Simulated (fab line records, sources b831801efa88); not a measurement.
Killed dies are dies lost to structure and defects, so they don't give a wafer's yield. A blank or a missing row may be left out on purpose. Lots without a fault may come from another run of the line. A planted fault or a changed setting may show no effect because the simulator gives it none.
fab line records | flow sky130 | part 2 of 2: steps 26 to 34 of 34
record lots=5 wafers=15 last_day=50
route steps=708 shown VIA4@639 METAL5@661
lots that met no fault: from a run of the same line without faults
start_h: hours from the record's first day to the start of the lot's first wafer shown | wait_h: hours since the lot's step before | " the same as in the row above | L1.1+2: a row that stands for several wafers | - no value, or no start given | * or withheld: withheld | < > ~ a bound
route shown NAME@n: a module of which the file shows steps, and the number in the route of the first | usual: mean/standard deviation of fault-free wafers | same: alike in all rows | chamber/n: place in a boat | sites: the reading at each site | _std_site: their standard deviation | _edge_site: outer sites' mean less inner sites' | radius_mm: how far each site lies from the wafer's centre | mask NAME#n: copy n | behind: the tool/chamber that last shaped the wafer | hold: why the lot was held/for how many hours/how that ended | device: the transistor (n, p or np) that didn't switch | end of line: the same wafers' tests at the end of the route | a step without rows: its recipe alone | killed: dies lost to structure and defects at the first sort, not the wafer's yield | map: a wafer's dies, x killed, . not, _ none there
set.NAME: the setting as run; set.NAME@STEP: as run at that earlier step | model.NAME: the simulator's own value behind a step, which no gauge read
lots at some steps of the route; a table a step, a row a wafer
services: from which hour (start_h, from the record's first day; less than 0 if before it) a tool's chamber was out of use, for how many hours, and why
## steps
# step SKY_METAL5_SPUTTER_03
# recipe material=Ti target_thk_nm=5 power_w=3000 time_s=3.3 chamber_pressure_pa=0.4
# usual cathode_dc_power_W=3000.0/0.6 throttle_valve_pct=30.6/1
# columns lot.wafer tool chamber start_h wait_h cathode_dc_power_W throttle_valve_pct
L075.4 pvd_sputter-02 - 1009.73 0.0 3000.0 29.2
L075.5 " - " " 3000.6 31.2
L075.6 " - " " 3000.6 29.1
L082.1 pvd_sputter-02 - 1064.00 0.0 2999.7 29.3
L082.3 " - " " 2999.7 29.7
L082.4 " - " " 3000.3 29.2
L091.1 pvd_sputter-02 - 1119.72 0.0 3000.8 29.1
L091.4 " - " " 3000.0 31.2
L091.5 " - " " 2999.5 31.1
L094.1 pvd_sputter-02 - 1132.12 0.0 2999.4 30.5
L094.2 " - " " 2999.7 31.3
L094.4 " - " " 3000.3 29.1
L097.1 pvd_sputter-03 - 1150.17 0.0 3000.7 32.1
L097.3 " - " " 3000.0 30.6
L097.6 " - " " 3000.1 29.8
# step SKY_METAL5_SPUTTER_04
# recipe material=TiN target_thk_nm=70 power_w=6500 time_s=58.3 chamber_pressure_pa=0.4
# usual cathode_dc_power_W=6499.9/1.2 throttle_valve_pct=30.6/1
# columns lot.wafer tool chamber start_h wait_h cathode_dc_power_W throttle_valve_pct
L075.4 pvd_sputter-02 - 1009.75 0.0 6500.5 29.1
L075.5 " - " " 6500.8 31.2
L075.6 " - " " 6500.9 29.2
L082.1 pvd_sputter-02 - 1064.02 0.0 6498.6 29.0
L082.3 " - " " 6498.4 29.8
L082.4 " - " " 6497.2 29.0
L091.1 pvd_sputter-02 - 1119.74 0.0 6499.4 29.1
L091.4 " - " " 6500.3 31.1
L091.5 " - " " 6497.8 31.1
L094.1 pvd_sputter-02 - 1132.14 0.0 6499.7 30.5
L094.2 " - " " 6502.4 31.2
L094.4 " - " " 6500.5 29.0
L097.1 pvd_sputter-03 - 1150.19 0.0 6499.7 31.9
L097.3 " - " " 6501.0 30.1
L097.6 " - " " 6501.0 29.7
# step SKY_METAL5_RS_MEAS_05
# recipe thk_meas_gauge=four-point-probe reads=TiN_of_METAL5_SPUTTER_04+Ti_of_METAL5_SPUTTER_03+AlCu_of_METAL5_SPUTTER_02+TiN_of_METAL5_SPUTTER_01+Ti_of_METAL5_SPUTTER_00
# usual METAL5_ALCU_RS=0.0271/0.0003
# columns lot.wafer tool chamber start_h wait_h METAL5_ALCU_RS[ohm/sq]
L075.4 film_metro-03 - 1009.86 0.1 0.0267
L075.5 " - " " 0.0272
L075.6 " - " " 0.0268
L082.1 film_metro-03 - 1064.07 0.0 0.0270
L082.3 " - " " 0.0273
L082.4 " - " " 0.0269
L091.1 film_metro-03 - 1119.79 0.0 0.0269
L091.4 " - " " 0.0271
L091.5 " - " " 0.0272
L094.1 film_metro-04 - 1132.19 0.0 0.0276
L094.2 " - " " 0.0273
L094.4 " - " " 0.0269
L097.1 film_metro-03 - 1150.24 0.0 0.0268
L097.3 " - " " 0.0268
L097.6 " - " " 0.0272
# step SKY_METAL5_THK_MEAS_06
# recipe thk_meas_gauge=xrf reads=AlCu_of_METAL5_SPUTTER_02
# usual METAL5_ALCU_THK=1155/14
# columns lot.wafer tool chamber start_h wait_h METAL5_ALCU_THK[nm]
L075.4 film_metro-03 - 1009.95 0.1 1176
L075.5 " - " " 1160
L075.6 " - " " 1173
L082.1 film_metro-03 - 1064.19 0.1 1162
L082.3 " - " " 1151
L082.4 " - " " 1165
L091.1 film_metro-03 - 1119.91 0.1 1170
L091.4 " - " " 1162
L091.5 " - " " 1162
L094.1 film_metro-04 - 1132.31 0.1 1139
L094.2 " - " " 1146
L094.4 " - " " 1164
L097.1 film_metro-03 - 1150.36 0.1 1171
L097.3 " - " " 1178
L097.6 " - " " 1160
# step SKY_METAL5_DEHYDRATE_07
# recipe temp_c=200 time_s=60
# usual resist_line_temp_C=22.98/0.098
# columns lot.wafer tool chamber start_h wait_h resist_line_temp_C
L075.4 litho_track-03 0 1020.45 10.5 23.00
L075.5 " 0 " " 22.90
L075.6 " 0 " " 22.99
L082.1 litho_track-01 0 1074.44 10.2 23.02
L082.3 " 0 " " 22.90
L082.4 " 0 " " 23.05
L091.1 litho_track-01 0 1128.89 9.0 22.94
L091.4 " 0 " " 23.02
L091.5 " 0 " " 23.11
L094.1 litho_track-04 0 1141.04 8.7 22.99
L094.2 " 0 " " 22.96
L094.4 " 0 " " 23.16
L097.1 litho_track-04 0 1158.54 8.2 22.90
L097.3 " 0 " " 23.01
L097.6 " 0 " " 22.86
# step SKY_METAL5_HMDS_08
# recipe prime_time_s=60 prime_temp_c=120
# usual resist_line_temp_C=23.00/0.088
# columns lot.wafer tool chamber start_h wait_h resist_line_temp_C
L075.4 litho_track-03 0 1020.60 0.1 22.99
L075.5 " 0 " " 22.93
L075.6 " 0 " " 22.93
L082.1 litho_track-01 0 1074.59 0.1 23.06
L082.3 " 0 " " 23.03
L082.4 " 0 " " 23.01
L091.1 litho_track-01 0 1129.04 0.1 23.00
L091.4 " 0 " " 23.01
L091.5 " 0 " " 23.01
L094.1 litho_track-04 0 1141.19 0.1 22.90
L094.2 " 0 " " 22.94
L094.4 " 0 " " 23.02
L097.1 litho_track-04 0 1158.69 0.1 22.97
L097.3 " 0 " " 22.95
L097.6 " 0 " " 22.91
# step SKY_METAL5_COAT_09
# recipe resist=NOVOLAK spin_rpm=3000 resist_thk_nm=1800
# usual dispense_pressure_kPa=47.5/2.5 resist_line_temp_C=22.98/0.098
# columns lot.wafer tool chamber start_h wait_h dispense_pressure_kPa resist_line_temp_C
L075.4 litho_track-03 0 1020.75 0.1 48.9 22.89
L075.5 " 0 " " 48.9 22.88
L075.6 " 0 " " 48.9 22.95
L082.1 litho_track-01 0 1074.74 0.1 43.2 23.05
L082.3 " 0 " " 43.2 22.92
L082.4 " 0 " " 43.2 22.88
L091.1 litho_track-01 0 1129.19 0.1 43.2 22.80
L091.4 " 0 " " 43.2 22.87
L091.5 " 0 " " 43.2 23.10
L094.1 litho_track-04 0 1141.34 0.1 49.0 23.13
L094.2 " 0 " " 49.0 23.00
L094.4 " 0 " " 49.0 22.95
L097.1 litho_track-04 0 1158.84 0.1 48.9 22.87
L097.3 " 0 " " 49.0 22.95
L097.6 " 0 " " 48.9 23.10
# step SKY_METAL5_SOFTBAKE_10
# recipe temp_c=90 time_s=60 resist=NOVOLAK
# usual resist_line_temp_C=23.01/0.11
# columns lot.wafer tool chamber start_h wait_h resist_line_temp_C
L075.4 litho_track-03 0 1020.90 0.1 23.00
L075.5 " 0 " " 22.92
L075.6 " 0 " " 23.06
L082.1 litho_track-01 0 1074.89 0.1 23.09
L082.3 " 0 " " 23.17
L082.4 " 0 " " 23.11
L091.1 litho_track-01 0 1129.34 0.1 23.10
L091.4 " 0 " " 22.93
L091.5 " 0 " " 22.92
L094.1 litho_track-04 0 1141.49 0.1 23.00
L094.2 " 0 " " 23.16
L094.4 " 0 " " 23.33
L097.1 litho_track-04 0 1158.99 0.1 23.11
L097.3 " 0 " " 23.16
L097.6 " 0 " " 22.96
# step SKY_METAL5_EXPOSE_11
# recipe mask_id=MM5 na=0.6 source_shape=conventional sigma_outer=0.6 polarization=unpolarized target_cd_nm=1600 dose_mj=190
# columns lot.wafer tool chamber start_h wait_h mask
L075.4+5+6 iline_stepper-01 0 - - MM5#0
L082.1+3+4 iline_stepper-01 0 - - MM5#0
L091.1+4+5 iline_stepper-02 0 - - MM5#0
L094.1+2+4 iline_stepper-01 0 - - MM5#0
L097.1+3+6 iline_stepper-01 0 - - MM5#0
## services
# columns tool chamber start_h hours kind
plasma_asher-03 - 961.86 2.7 repair
hdpcvd-01 - 973.61 0.8 repair
rie_diel-03 - 978.57 15.6 pm
hdpcvd-02 - 986.00 0.7 repair
cvd_w-01 0 1015.93 6.7 repair
plasma_asher-04 - 1024.59 1.6 repair
plasma_asher-01 - 1026.50 1.3 repair
iline_stepper-02 - 1026.86 1.7 pm
iline_stepper-01 - 1037.08 1.7 pm
iline_stepper-01 - 1039.41 4.4 pm
cmp-01 - 1043.74 5.4 repair
iline_stepper-01 - 1053.38 14.5 repair
rie_diel-04 0 1074.41 38.8 repair
plasma_asher-04 - 1079.70 2.8 pm
cmp-02 - 1084.34 4.0 pm
cmp-01 - 1087.11 0.5 repair
cmp-01 - 1091.50 0.3 repair
hdpcvd-02 - 1095.73 6.0 pm
cmp-02 - 1101.82 3.9 repair
iline_stepper-01 - 1109.83 3.7 repair
rie_diel-04 0 1130.65 30.7 repair
hdpcvd-01 - 1154.11 1.3 repair
wet_bench-03 - 1156.73 3.1 repair
cmp-02 - 1157.23 0.9 repair
